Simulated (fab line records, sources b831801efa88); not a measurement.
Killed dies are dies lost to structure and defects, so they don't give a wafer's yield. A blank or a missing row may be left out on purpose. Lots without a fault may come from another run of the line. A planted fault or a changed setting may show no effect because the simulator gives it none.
Chamber matching | flow sky130 | SKY_FIELD_ISO_WET_ETCH_30 on wet_bench-02: 3 sister chambers
The step etches SiO2 in dHF, target depth 25 nm, time 50 s. 3 wafers are shown with their chamber, then 7 later ones without.

WAFERS WITH THEIR CHAMBER
wafer  | chamber | run_length_s (s)
L518.6 | 2       | 78
L520.6 | 3       | 75
L521.4 | 0       | 75

WAFERS WITHOUT THEIR CHAMBER
wafer  | run_length_s (s)
L521.6 | 75
L522.1 | 75
L522.2 | 75
L522.6 | 75
L524.1 | 74
L524.2 | 74
L524.5 | 74

WHICH CHAMBER EACH WENT THROUGH
wafer  | from the rows above     | in truth
L521.6 | can't be placed: 0 or 3 | 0
L522.1 | can't be placed: 0 or 3 | 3
L522.2 | can't be placed: 0 or 3 | 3
L522.6 | can't be placed: 0 or 3 | 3
L524.1 | can't be placed: 0 or 3 | 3
L524.2 | can't be placed: 0 or 3 | 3
L524.5 | can't be placed: 0 or 3 | 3
Placed correctly: 0 of 7. Can't be placed from these rows: 7 (the true chamber is among the candidates in 7). Placed wrongly: 0.
How it was worked out, from the rows above alone: a wafer's distance from a chamber is the root of the sum, over the readings, of the square of ((its reading less the chamber's mean) divided by the reading's scatter). The wafer belongs to the nearest chamber; if the next one is less than 2 further off, it can't be placed. A chamber's mean is the mean of its shown wafers. The scatter: with one shown wafer a chamber, the root of the mean of the squares of how far each hidden wafer lies from its nearest shown one.
